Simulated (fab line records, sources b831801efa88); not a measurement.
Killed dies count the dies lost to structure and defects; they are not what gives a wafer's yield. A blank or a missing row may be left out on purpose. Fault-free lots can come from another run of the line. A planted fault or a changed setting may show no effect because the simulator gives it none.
Problem report in the 8D (eight disciplines) form, filled by code    flow gf180mcu    the parts of the form that need people (team, actions taken, sign-off) are left out

1. WHAT IS WRONG
Wafers free of any fault read 857 nm (standard deviation 12) for CONTACT_CVD_02_THK at GF_CONTACT_THK_MEAS_03, against a mean of 1509 nm on 3 wafers of 2 lots. Measured from the usual mean, that is +54 standard deviations.
First observed at day 19 10:01: wafer L455.2, on film-metro-03. At this step, 39 wafers from 13 lots have a number in the record. The rule behind "out" and "out of limits": a value lying over 4 standard deviations away from the usual mean. Any other wafer with a number is counted as sound.

2. WHAT IT IS, WHAT IT ISN'T
question                     is                            is not
which readings at this step  CONTACT_CVD_02_THK            -
which lots                   L455, L458                    L445, L446, L447, L448, L449, L452, L461, L463, L465, L466, L468
which wafers of those lots   L455.2, L455.5, L458.2        L455.6, L458.4, L458.5
read on which gauges         film-metro-02, film-metro-03  -
when                         from day 19 10:01             up to then (19 sound wafers); but 17 sound wafers of L458, L461, L463, L465, L466, L468 came after

3. WHAT RULES OUT EACH SUSPECT
Counting: if a tool at a process step up to the reading ran every lot that is out, it stays a suspect. Sound lots after the first of them don't rule it out here, since some wafers of a struck lot are sound.
- the gauge at GF_CONTACT_THK_MEAS_03 has been ruled out. The wafers that are out were read on 2 gauges (film-metro-02, film-metro-03).
- pecvd-03 at GF_CONTACT_CVD_02 (deposits SiO2 from TEOS, target thk 860 nm, time 95.992 s): kept. It processed each lot that is out (first: L455, day 19 09:56); up to then, its last sound lot is L449 (day 16 22:37).
- Within pecvd-03 at GF_CONTACT_CVD_02: the wafers that are out ran in chamber 2; their sound lot-mates ran in chambers 0, 1.
After counting, what remains is pecvd-03 at GF_CONTACT_CVD_02.

4. THE CAUSE (what the simulator had put in)
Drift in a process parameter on pecvd-03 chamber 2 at GF_CONTACT_CVD_02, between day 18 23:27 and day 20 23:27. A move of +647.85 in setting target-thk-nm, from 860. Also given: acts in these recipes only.
After counting, this tool was the only one left.

5. THE CHAIN OF EFFECTS, in route order
Each row: a reading whose mean over the struck wafers that have a number lies more than 3 standard deviations from the usual. Only readings whose record carries a usual standard deviation are examined. hours: median over the lots of the time between each lot's start at the first step of this table that gives one and its start at this step. sigmas: the change, counted in usual standard deviations.
hours  step                    reading             usual   on struck wafers  change  sigmas
0      GF_CONTACT_THK_MEAS_03  CONTACT_CVD_02_THK  857 nm  1509              +652    +54
0      GF_CONTACT_CMP_04       time-to-endpoint-s  110 s   362               +252    +40
Process steps it contains:
- GF_CONTACT_CMP_04: polishes SiO2.
Later steps that measure or inspect, where all struck wafers having a row at the step show a number for every such reading and not one has moved that far: GF_CONTACT_OVL_MEAS_15.

6. WHAT WOULD HAVE CAUGHT IT SOONER
Counted from the fault's start at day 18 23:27, it took 11 hours until the first out-of-limits reading at a measuring or inspecting step in this record, taken at day 19 10:01.
Tool readings at GF_CONTACT_CVD_02 with a usual standard deviation given in the record: none out on any struck wafer, hence no alarm at a limit of 4 standard deviations on them.
Of the lots that are out (2), L458 began GF_CONTACT_CVD_02 on pecvd-03 after day 19 10:01. Holding the tool at that time would have saved it.
